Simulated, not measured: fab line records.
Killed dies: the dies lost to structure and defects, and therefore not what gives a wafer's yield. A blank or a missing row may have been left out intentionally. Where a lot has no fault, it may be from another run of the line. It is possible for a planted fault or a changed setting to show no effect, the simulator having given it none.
8D (eight disciplines) problem report, filled in by code	flow sky130	the parts of the form that need people (team, actions taken, sign-off) are left out

## 1. THE PROBLEM
Wafers free of any fault read 10.28 nm (standard deviation 0.2) for GATE_OXIDE_OXIDATION_00_THK at SKY_GATE_OXIDE_THK_MEAS_02, against a mean of 12.11 nm on 9 wafers of 3 lots. That is +9.2 standard deviations from the usual mean.
Earliest sighting: wafer L558.1 on film-metro-02 at day 16 18:54. The record has a number at this step for 36 wafers belonging to 12 lots. Rule for "out" (also "out of limits"): further than 4 standard deviations from the usual mean. All remaining wafers that have a number are taken as sound.

## 2. WHAT IT IS, WHAT IT ISN'T
question	is	is not
which readings at this step	GATE_OXIDE_OXIDATION_00_THK	-
which lots	L558, L559, L560	L547, L550, L551, L552, L553, L563, L565, L568, L570
which wafers of those lots	all that have a number	-
read on which gauges	film-metro-02, film-metro-03	film-metro-01
when	from day 16 18:54	up to then (15 sound wafers); but 12 sound wafers of L563, L565, L568, L570 came after

## 3. SUSPECTS, AND WHAT RULES EACH OUT
Counting: a tool stays on the suspect list if, at a process step up to the reading, it processed all lots that are out and no sound lot following the first of them.
- the gauge at SKY_GATE_OXIDE_THK_MEAS_02: ruled out. Those wafers that are out were read across 2 gauges (film-metro-02, film-metro-03).
- furnace-01 at SKY_GATE_OXIDE_OXIDATION_01 (stabilise 600 s, purge 300 s, target thk 10.268 nm): kept. Every lot that is out went through it, starting with L558 (day 16 17:29), and after that it ran no sound lot; the last sound lot it ran before then is L553 (day 14 12:12). Its own spike-tc-bottom-C, spike-tc-centre-C, spike-tc-lower-C, spike-tc-top-C, spike-tc-upper-C, tube-center-temp-C, tube_center_temp_C_max readings are out on those wafers.
Remaining after the count: furnace-01 at SKY_GATE_OXIDE_OXIDATION_01.

## 4. THE CAUSE (what the simulator had put in)
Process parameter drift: furnace-01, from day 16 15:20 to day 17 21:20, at SKY_GATE_OXIDE_OXIDATION_01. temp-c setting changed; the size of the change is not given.
After counting, this tool was the only one left.

## 5. THE EFFECT CHAIN, in route order
Each row: a reading where the mean over the struck wafers with a number is more than 3 standard deviations away from the usual. Scope: only readings with a usual standard deviation given in the record; hours: median across lots of the time from each lot's start at the first step in this table that gives one to its start at this step; sigmas: change in usual standard deviations.
hours	step	reading	usual	on struck wafers	change	sigmas
0	SKY_GATE_OXIDE_OXIDATION_01	spike-tc-bottom-C	917.5 C	931.1	+13.6	+7.6
0	SKY_GATE_OXIDE_OXIDATION_01	spike-tc-centre-C	900.2 C	916.8	+16.6	+15
0	SKY_GATE_OXIDE_OXIDATION_01	spike-tc-lower-C	900.2 C	916.2	+16.0	+13
0	SKY_GATE_OXIDE_OXIDATION_01	spike-tc-top-C	908.9 C	923.6	+14.7	+13
0	SKY_GATE_OXIDE_OXIDATION_01	spike-tc-upper-C	899.5 C	914.8	+15.3	+16
0	SKY_GATE_OXIDE_OXIDATION_01	tube-center-temp-C	900.01 C	915.44	+15.43	+99 or more
0	SKY_GATE_OXIDE_OXIDATION_01	tube_center_temp_C_max	902.3	917.8	+15.5	+40
0	SKY_GATE_OXIDE_OXIDATION_01	zone-power-top-pct	28.5 %	29.7	+1.2	+3.5
0	SKY_GATE_OXIDE_OXIDATION_01	zone-power-upper-pct	17.2 %	18.2	+1.0	+3.2
1	SKY_GATE_OXIDE_THK_MEAS_02	GATE_OXIDE_OXIDATION_00_THK	10.28 nm	12.11	+1.83	+9.2
Here are the process steps it includes:
- SKY_GATE_OXIDE_OXIDATION_01: stabilise 600 s, purge 300 s, target thk 10.268 nm.
Later measuring or inspecting steps at which every struck wafer that the step has a row for has a number for every such reading, and none has moved that far: SKY_LDD_HVP_TW_MEAS_10, SKY_SD_N_RS_MEAS_18.

## 6. WHAT WOULD HAVE CAUGHT IT SOONER
In this record the first reading out of limits at a measuring or inspecting step was taken at day 16 18:54, 4 hours after the fault began at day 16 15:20.
The tool's own readings at SKY_GATE_OXIDE_OXIDATION_01 were out on every struck wafer that the step has a row for (spike-tc-bottom-C, spike-tc-centre-C, spike-tc-lower-C, spike-tc-top-C, spike-tc-upper-C, tube-center-temp-C, tube_center_temp_C_max): an alarm limit on them would have fired on the first of those.
L560, from the lots that are out (3), started SKY_GATE_OXIDE_OXIDATION_01 on furnace-01 later than day 16 18:54. Had the tool been put on hold then, it would have been spared.
